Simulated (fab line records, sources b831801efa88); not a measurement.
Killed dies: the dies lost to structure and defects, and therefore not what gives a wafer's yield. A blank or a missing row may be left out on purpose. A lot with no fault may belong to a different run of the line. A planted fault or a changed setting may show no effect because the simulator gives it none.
2 desks looking at one fault | flow sky130 | every desk sees just its own numbers, and what lay behind them comes last

## FROM THE METROLOGY DESK
What the gauges read, lot by lot, whatever tool the lot ran on: means of the sampled wafers that have a number. A lot is out of limits, marked OUT, if its mean lies more than 4 standard deviations from the usual mean; the brackets give that distance.
Columns: A = CAP2M_CVD_00_THK at SKY_CAP2M_THK_MEAS_01, usual 15.53 nm; B = CAP2M_TIN_RS at SKY_CAP2M_RS_MEAS_03, usual 6.89 ohm/sq; C = CAP2M_TIN_THK at SKY_CAP2M_THK_MEAS_04, usual 199.1 nm; D = CAP2M_OVL at SKY_CAP2M_OVL_MEAS_12, usual -0.1 nm
lot  | first seen here | A     | B    | C     | D
L291 | day 39 14:30    | 15.34 | 6.92 | 198.0 | -0.9
L292 | day 40 00:26    | 15.64 | 6.85 | 199.1 | 0.5
L295 | day 41 06:46    | 15.81 | 6.92 | 198.2 | -0.8
L296 | day 41 09:10    | 15.71 | 6.96 | 197.0 | -0.6
L300 | day 42 12:50    | 15.63 | 6.87 | 199.7 | 1.4
L301 | day 42 16:02    | 15.71 | 6.86 | 200.1 | -0.6
L309 | day 45 01:25    | 15.81 | 6.94 | 197.5 | 1.3
Finding of this desk: none of the 7 lots has anything out of limits.

## DESK OF THE TOOL OWNER: iline-stepper-01
The tool's own readings at SKY_CAP2M_EXPOSE_09 (exposes mask CAP2M, target cd 1000 nm): means of the sampled wafers that have a number, for each lot that ran on this tool. A lot is out of limits, marked OUT, if its mean lies more than 4 standard deviations from the usual mean; the brackets give that distance.
Columns: A = exposure-dose-mJ-cm2 at SKY_CAP2M_EXPOSE_09, usual 159.00
lot  | first seen here | A
L291 | day 40 03:25    | 158.78
L292 | day 40 13:26    | 158.92
L295 | day 41 18:59    | 155.82 (-20) OUT
L300 | day 43 00:15    | 155.97 (-19) OUT
L301 | day 43 03:11    | 156.00 (-19) OUT
This desk finds L295, L300, L301 out of limits, L295 being first, at day 41 18:59 (exposure-dose-mJ-cm2 at SKY_CAP2M_EXPOSE_09). L291, L292 stayed within limits.

## TAKEN TOGETHER
An alarm could have come from the tool owner's desk at day 41 18:59, on L295, L300, L301.
The metrology desk saw nothing out of limits.
The metrology desk holds a record of L295, L300, L301, inside its limits.
All the named lots went through SKY_CAP2M_EXPOSE_09 on iline-stepper-01.

## WHAT THE SIMULATOR PUT IN
Drift in process parameters on iline-stepper-01 at SKY_CAP2M_EXPOSE_09, starting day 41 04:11. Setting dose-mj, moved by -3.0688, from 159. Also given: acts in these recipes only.
Shown lots that were struck: L295, L300, L301.
Delay in hours, fault start to first out-of-limits reading, by desk: the tool owner's desk at 15.
